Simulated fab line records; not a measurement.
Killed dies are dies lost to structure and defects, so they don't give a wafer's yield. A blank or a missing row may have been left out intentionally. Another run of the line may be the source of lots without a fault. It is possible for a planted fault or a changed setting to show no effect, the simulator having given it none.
A lot that was struck, set against a sound lot | flow sky130 | 15 out of 708 route steps
Sound: the wafers L582.1, L582.5, L582.6. Struck: wafers L592.2, L592.4, L592.5. Last of all comes the cause.
Per side, at each step with rows, come the tool, then ch with its chambers, and then its first start. Under that, the readings that differ: sound wafers | struck wafers | difference of the means | sigmas: that difference in standard deviations of wafers without a fault.
alike: readings whose means differ by less than 2 such deviations, and words and numbers that are the same on both sides. not compared: withheld readings, readings that some wafer has no value for, bounds like >300 that may hide the same value, and numbers for which the record gives no deviation and whose values overlap.
A row with sigmas, a row that says differs or no value, or rows on one side alone: a step with any of these is where the two part. Numbers that don't overlap but have no deviation are shown without sigmas and don't part them. A reading that every wafer of one side lacks parts them only if that side has two wafers or more.

first, 7 steps without rows for these wafers: SKY_METAL3_HMDS_06 (prime time 60 s); SKY_METAL3_COAT_07 (resist thk 60 nm); SKY_METAL3_COAT_08 (resist thk 1140 nm); SKY_METAL3_SOFTBAKE_09 (time 90 s); SKY_METAL3_EXPOSE_10 (exposes mask MM3, target cd 300 nm); SKY_METAL3_PEB_11; SKY_METAL3_DEVELOP_12 (develop time 60 s).
SKY_METAL3_CD_MEAS_13 targets a cd of 300 nm.
  struck on cd-sem-02, day 41 17:51; sound on cd-sem-02, day 38 21:46
  reading    | sound             | struck            | difference | sigmas
  cd-nm (nm) | 301.6 300.4 302.3 | 299.1 297.3 299.2 | -2.9       | -2
SKY_METAL3_OVL_MEAS_14:
  struck on overlay-02, day 41 17:58; sound on overlay-02, day 38 21:53
  alike: METAL3_OVL
SKY_METAL3_DESCUM_15: chemistry O2, time 8 s.
  sound on rie-metal-04 ch 0,1, day 38 21:55; struck on rie-metal-03 ch 0, day 41 17:59
  alike: chamber-pressure-mTorr, drypump-motor-current-A, oes-product-au
  not compared: rf-hours-counter-h
SKY_METAL3_ETCH_16: etches BARC in N2/H2, stops on SiO2, time 88.2 s, target depth 60 nm.
  sound on rie-metal-04 ch 0,1, day 38 21:56; struck on rie-metal-03 ch 0, day 41 18:01
  alike: chamber-pressure-mTorr, drypump-motor-current-A, n2-flow-sccm, oes-product-au, throttle-valve-pct
  not compared: rf-hours-counter-h
SKY_METAL3_ETCH_17: etches SiO2 in C4F8/O2/Ar, stops on TiN, time 3.9 s, target depth 15 nm.
  sound on rie-diel-02 ch 0,1,3, day 38 22:02; struck on rie-diel-03 ch 0,1, day 41 18:07
  alike: chamber-pressure-mTorr, oes-product-au
  not compared: rf-hours-counter-h
SKY_METAL3_METAL_ETCH_18: etches the open film in Cl2/BCl3, stops on SiO2, target depth 845 nm, time 183.1 s.
  sound on rie-metal-03 ch 0,1, day 38 22:04; struck on rie-metal-04 ch 0,1, day 41 18:08
  reading                                       | sound              | struck               | difference | sigmas
  chamber-pressure-mTorr (mTorr)                | 9.981 10.013 9.993 | 12.002 12.011 11.993 | +2.006     | +99 or more
  model.KrF-thick_of_METAL3_COAT_08.thk-nm (nm) | 545 534.2 552.4    | 515.1 507.4 505.7    | -34.5      |
  alike: drypump-motor-current-A, oes-product-au, throttle-valve-pct
  not compared: rf-hours-counter-h
SKY_METAL3_STRIP_19: strips in O2/N2.
  sound on plasma-asher-01 ch 0,1, day 38 22:14; struck on plasma-asher-04 ch 0,1, day 41 18:19
  reading                      | sound             | struck            | difference | sigmas
  oes-product-au (a.u.)        | 0.513 0.499 0.511 | 0.496 0.503 0.492 | -0.011     | -2
  strip-time-to-endpoint-s (s) | 6.71 6.60 6.79    | 6.43 6.33 6.34    | -0.33      | -4
  alike: chamber-pressure-mTorr, drypump-motor-current-A, n2-flow-sccm, o2-flow-sccm
  not compared: rf-hours-counter-h
next, for these wafers, 1 step has no rows: SKY_PAD_OPEN_PROBE_99.

## WHERE THEY PART
First at SKY_METAL3_CD_MEAS_13; last, within this record, at SKY_METAL3_STRIP_19.

WHY: what the simulator had put in
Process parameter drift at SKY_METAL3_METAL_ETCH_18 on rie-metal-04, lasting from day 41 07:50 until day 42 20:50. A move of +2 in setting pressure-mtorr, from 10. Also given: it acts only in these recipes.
